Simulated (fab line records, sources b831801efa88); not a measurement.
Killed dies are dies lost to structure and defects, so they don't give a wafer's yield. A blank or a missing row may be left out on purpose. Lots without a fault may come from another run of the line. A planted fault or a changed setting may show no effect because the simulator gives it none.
Which tool did it? | flow gf180mcu | 14 lots, 39 wafers sampled, at 5 steps of a route of 602

WHAT THE GAUGES READ, wafer by wafer
GF_SALICIDE_RS_MEAS_04: measures by four-point-probe. Usual: SALICIDE_TIN_RS 16.30 ohm/sq, standard deviation 0.26.
lot  | measured     | on            | SALICIDE_TIN_RS (ohm/sq) | flag
L958 | day 15 05:13 | film_metro-01 | 16.69 16.56 16.51        |
L959 | day 15 18:56 | film_metro-01 | 16.46 16.75 16.62        |
L961 | day 16 11:53 | film_metro-04 | 16.44 15.92 16.02        |
L963 | day 17 07:52 | film_metro-04 | 16.22 16.54 16.24        |
L965 | day 18 10:12 | film_metro-02 | 16.44 17.23              |
L966 | day 19 07:37 | film_metro-04 | 16.08 17.23              |
L967 | day 19 11:49 | film_metro-04 | 16.28 17.22              |
L974 | day 21 07:11 | film_metro-04 | 16.32 15.69 16.04        |
L975 | day 21 18:09 | film_metro-01 | 16.21 16.19 16.41        |
L976 | day 21 23:53 | film_metro-02 | 16.42 16.38 16.38        |
L977 | day 22 08:49 | film_metro-02 | 16.36 16.15 16.37        |
L978 | day 22 20:11 | film_metro-04 | 16.21 16.21 16.17        |
L979 | day 23 03:43 | film_metro-02 | 16.22 16.20 16.09        |
L980 | day 23 08:05 | film_metro-01 | 16.49 15.98 15.88        |

GF_M4_RS_MEAS_05: measures by four-point-probe. Usual: M4_ALCU_RS 0.0695 ohm/sq, standard deviation 0.00095.
lot  | measured     | on            | M4_ALCU_RS (ohm/sq)  | flag
L958 | day 22 11:36 | film_metro-02 | 0.0695 0.0703 0.0694 |
L959 | day 23 03:43 | film_metro-04 | 0.0719 0.0711 0.0722 |
L961 | day 23 21:31 | film_metro-01 | 0.0696 0.0698 0.0689 |
L963 | day 24 16:48 | film_metro-02 | 0.0700 0.0698 0.0695 |
L965 | day 25 17:21 | film_metro-01 | 0.0690 0.0702        |
L966 | day 26 12:14 | film_metro-01 | 0.0700 0.0703        |
L967 | day 26 14:10 | film_metro-01 | 0.0690 0.0685        |
L974 | day 28 01:58 | film_metro-02 | 0.0690 0.0690 0.0687 |
L975 | day 28 11:04 | film_metro-04 | 0.0697 0.0695 0.0695 |
L976 | day 28 17:12 | film_metro-02 | 0.0688 0.0691 0.0694 |
L977 | day 28 23:56 | film_metro-01 | 0.0693 0.0693 0.0708 |
L978 | day 29 08:02 | film_metro-01 | 0.0700 0.0690 0.0709 |
L979 | day 29 15:19 | film_metro-04 | 0.0699 0.0695 0.0702 |
L980 | day 29 20:08 | film_metro-02 | 0.0703 0.0709 0.0684 |

GF_M4_CD_MEAS_14: target cd 280 nm. Usual: cd_nm 280.2 nm, standard deviation 1.1.
lot  | measured     | on        | cd_nm (nm)        | flag
L958 | day 23 10:28 | cd_sem-01 | 279.1 279.0 278.4 |
L959 | day 24 02:23 | cd_sem-01 | 279.1 278.3 278.8 |
L961 | day 24 19:53 | cd_sem-01 | 279.9 279.8 281.0 |
L963 | day 25 14:18 | cd_sem-02 | 281.5 281.2 281.0 |
L965 | day 26 14:02 | cd_sem-02 | 278.8 278.6       |
L966 | day 27 07:56 | cd_sem-01 | 280.3 279.8       |
L967 | day 27 10:34 | cd_sem-01 | 278.7 279.4       |
L974 | day 28 21:02 | cd_sem-01 | 281.1 280.8 281.3 |
L975 | day 29 06:32 | cd_sem-02 | 281.0 280.6 280.1 |
L976 | day 29 11:37 | cd_sem-02 | 278.2 278.5 278.1 |
L977 | day 29 18:49 | cd_sem-01 | 279.3 279.9 280.6 |
L978 | day 30 02:31 | cd_sem-01 | 280.9 281.4 280.9 |
L979 | day 30 09:08 | cd_sem-02 | 281.1 278.8 279.2 |
L980 | day 30 13:42 | cd_sem-01 | 281.3 280.9 280.2 |

WHICH TOOL RAN EACH LOT (tool, then ch and the chambers of the sampled wafers, then the start)
lot  | GF_SALICIDE_SPUTTER_02       | GF_V3_STRIP_18
L958 | pvd_sputter-01, day 15 05:10 | plasma_asher-02 ch 0,1, day 22 10:09
L959 | pvd_sputter-02, day 15 18:53 | plasma_asher-02 ch 0, day 23 02:16
L961 | pvd_sputter-03, day 16 11:49 | plasma_asher-02 ch 0,1, day 23 20:03
L963 | pvd_sputter-01, day 17 07:47 | plasma_asher-01 ch 0,1, day 24 15:19
L965 | pvd_sputter-01, day 18 10:07 | plasma_asher-04 ch 0, day 25 15:51
L966 | pvd_sputter-01, day 19 07:32 | plasma_asher-02 ch 0,1, day 26 10:45
L967 | pvd_sputter-01, day 19 11:44 | plasma_asher-04 ch 0,1, day 26 12:42
L974 | pvd_sputter-03, day 21 07:07 | plasma_asher-04 ch 0,1, day 28 00:30
L975 | pvd_sputter-01, day 21 18:04 | plasma_asher-04 ch 0,1, day 28 09:37
L976 | pvd_sputter-01, day 21 23:50 | plasma_asher-04 ch 0,1, day 28 15:45
L977 | pvd_sputter-01, day 22 08:46 | plasma_asher-04 ch 0,1, day 28 22:27
L978 | pvd_sputter-01, day 22 20:08 | plasma_asher-02 ch 0, day 29 06:33
L979 | pvd_sputter-02, day 23 03:38 | plasma_asher-04 ch 0,1, day 29 13:48
L980 | pvd_sputter-01, day 23 07:59 | plasma_asher-04 ch 0,1, day 29 18:41
- GF_SALICIDE_SPUTTER_02: material Co, target thk 10 nm, time 20 s.
- GF_V3_STRIP_18: strips in O2/N2.

WHAT THE TOOLS THEMSELVES READ (means of the sampled wafers that have a number; where no wafer has one, the mark that the record gives instead)
GF_SALICIDE_SPUTTER_02. Usual: throttle_valve_pct 29.0 %, standard deviation 0.84.
lot  | tool           | throttle_valve_pct (%) | flag
L958 | pvd_sputter-01 | 29.6                   |
L959 | pvd_sputter-02 | 30.2                   |
L961 | pvd_sputter-03 | 29.4                   |
L963 | pvd_sputter-01 | 28.0                   |
L965 | pvd_sputter-01 | 29.6                   |
L966 | pvd_sputter-01 | 29.2                   |
L967 | pvd_sputter-01 | 27.4                   |
L974 | pvd_sputter-03 | 29.1                   |
L975 | pvd_sputter-01 | 28.8                   |
L976 | pvd_sputter-01 | 29.5                   |
L977 | pvd_sputter-01 | 28.9                   |
L978 | pvd_sputter-01 | 28.6                   |
L979 | pvd_sputter-02 | 29.3                   |
L980 | pvd_sputter-01 | 29.2                   |

GF_V3_STRIP_18. Usual: drypump_motor_current_A 5.7 A, standard deviation 0.58; heater_power_w 367 W, standard deviation 33; n2_flow_sccm 299.9 sccm, standard deviation 0.97; oes_product_au 0.594 a.u., standard deviation 0.005.
lot  | tool            | drypump_motor_current_A (A) | heater_power_w (W) | n2_flow_sccm (sccm) | oes_product_au (a.u.) | flag
L958 | plasma_asher-02 | 5.8                         | 333                | 298.9               | 0.596                 |
L959 | plasma_asher-02 | 6.7                         | 328                | 298.1               | 0.597                 |
L961 | plasma_asher-02 | 6.3                         | 328                | 300.3               | 0.593                 |
L963 | plasma_asher-01 | 5.3                         | 336                | 298.9               | 0.588                 |
L965 | plasma_asher-04 | 6.0                         | 388                | 300.7               | 0.592                 |
L966 | plasma_asher-02 | 6.1                         | 340                | 299.6               | 0.590                 |
L967 | plasma_asher-04 | 5.7                         | 402                | 301.9               | 0.593                 |
L974 | plasma_asher-04 | 5.8                         | 390                | 299.9               | 0.594                 |
L975 | plasma_asher-04 | 5.5                         | 393                | 299.4               | 0.595                 |
L976 | plasma_asher-04 | 5.7                         | 393                | 300.4               | 0.598                 |
L977 | plasma_asher-04 | 5.5                         | 402                | 299.6               | 0.597                 |
L978 | plasma_asher-02 | 6.8                         | 327                | 300.4               | 0.591                 |
L979 | plasma_asher-04 | 5.5                         | 402                | 299.0               | 0.598                 |
L980 | plasma_asher-04 | 5.8                         | 392                | 299.9               | 0.594                 |

THE ANSWER, worked out from the rows above alone
Rule: a lot is off if the mean of its wafers that have a number lies more than 3 standard deviations from the usual mean. A lot without any number at a reading at which 4 lots or more have one is off too. The other lots that the step has rows for count as sound. The gauges are gone through in route order, then the tools' own readings, and for those a lot's mean is taken as printed above. The first step at which some lot is off is used, and at that step the reading that is off furthest; a lot without a number counts as furthest.
No lot is off at any reading shown: from this, nothing can be told.

WHAT THE SIMULATOR HAD PUT IN
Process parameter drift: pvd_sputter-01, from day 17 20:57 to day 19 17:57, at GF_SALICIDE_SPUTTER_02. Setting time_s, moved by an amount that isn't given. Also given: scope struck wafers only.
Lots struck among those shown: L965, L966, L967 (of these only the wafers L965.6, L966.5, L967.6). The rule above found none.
